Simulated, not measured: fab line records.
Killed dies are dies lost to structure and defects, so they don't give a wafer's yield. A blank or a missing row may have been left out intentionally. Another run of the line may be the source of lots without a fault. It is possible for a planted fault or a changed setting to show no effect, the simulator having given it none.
Problem report in the 8D (eight disciplines) form, filled by code | flow sky130 | the parts of the form that need people (team, actions taken, sign-off) are left out

## 1. THE ISSUE
killedAtFrontEnd at SKY_PAD_OPEN_PROBE_99 reads a mean of 430 on 6 wafers of 2 lots; wafers without a fault read 16 with a standard deviation of 4.4. That puts it +94 standard deviations away from the usual mean.
The first sign was on wafer L777.1 at day 50 13:28, on prober-02. The record has a number at this step for 39 wafers belonging to 13 lots. Rule for "out" (also "out of limits"): further than 4 standard deviations from the usual mean. The rest of the wafers with a number are treated as sound.

## 2. WHAT THIS IS AND IS NOT
question                    | is                                        | is not
which readings at this step | killedAtFrontEnd, killedDies, killedOnRim | killed_at_M0_to_M3, killed_at_M4_up, killedAtContacts, killedShort
which lots                  | L777, L778                                | L760, L761, L762, L765, L766, L768, L769, L772, L773, L774, L775
which wafers of those lots  | all that have a number                    | -
read on which tools         | prober-02                                 | prober-01
when                        | from day 50 13:28                         | up to then (33 sound wafers)

## 3. WHAT RULES OUT EACH SUSPECT
Counting: any tool at a process step up to the reading is kept as a suspect provided that every lot that is out went through it and no sound lot did after the first of them.
- rieDiel-01 at SKY_FIELD_ISO_ETCH_15 (etches the open film in CHF3/O2, stops on Si, target depth 180 nm, time 72 s): kept. All lots that are out passed through it, beginning with L777 at day 6 07:50, and no sound lot followed; its final sound lot before that point was L773 at day 5 11:04.
- plasmaAsher-01 at SKY_FIELD_ISO_STRIP_16 (strips in O2/N2): kept. All lots that are out passed through it, beginning with L777 at day 6 07:53, and no sound lot followed; its final sound lot before that point was L775 at day 5 22:04.
- prober-02 at SKY_PAD_OPEN_PROBE_99: kept. All lots that are out passed through it, beginning with L777 at day 50 13:28, and no sound lot followed; its final sound lot before that point was L774 at day 50 03:59. Its own readings are out on those wafers: killedAtFrontEnd, killedDies, killedOnRim.
Still standing after the count: rieDiel-01 at SKY_FIELD_ISO_ETCH_15, plasmaAsher-01 at SKY_FIELD_ISO_STRIP_16, prober-02 at SKY_PAD_OPEN_PROBE_99.

## 4. THE CAUSE (what the simulator had put in)
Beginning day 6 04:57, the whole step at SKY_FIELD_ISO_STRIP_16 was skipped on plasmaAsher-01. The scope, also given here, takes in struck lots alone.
Of the 3 suspects that counting leaves, this tool is one.

## 5. SEQUENCE OF EFFECTS, ordered by route
Each row: a reading whose mean over the struck wafers that have a number lies more than 3 standard deviations from the usual. Scope: only readings with a usual standard deviation given in the record; hours: median across lots of the time from each lot's start at the first step in this table that gives one to its start at this step; sigmas: change in usual standard deviations.
hours | step                  | reading          | usual | on struck wafers | change | sigmas
0     | SKY_PAD_OPEN_PROBE_99 | killedAtFrontEnd | 16    | 430              | +414   | +94
0     | SKY_PAD_OPEN_PROBE_99 | killedDies       | 87    | 492              | +405   | +37
0     | SKY_PAD_OPEN_PROBE_99 | killedOnRim      | 17    | 96               | +79    | +19
Here are the process steps it includes:
- SKY_PAD_OPEN_PROBE_99
Readings that are blank on the struck wafers while sound wafers have them: chamberPressureMTorr at SKY_FIELD_ISO_STRIP_16; drypumpMotorCurrentA at SKY_FIELD_ISO_STRIP_16; oesProductAu at SKY_FIELD_ISO_STRIP_16; stripTimeToEndpointS at SKY_FIELD_ISO_STRIP_16.

## 6. WHAT WOULD HAVE CAUGHT IT SOONER
In this record the first reading out of limits was taken at day 50 13:28, 1065 hours after the fault began at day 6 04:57.
At SKY_FIELD_ISO_STRIP_16 the tool's readings are blank on the struck wafers, where sound wafers have them: an empty tool record is the first sign, and it was there at once.
By day 50 13:28 the whole set of lots that are out, 2 in number, had already begun SKY_FIELD_ISO_STRIP_16 on plasmaAsher-01. None of them would have been spared by holding the tool at that moment.
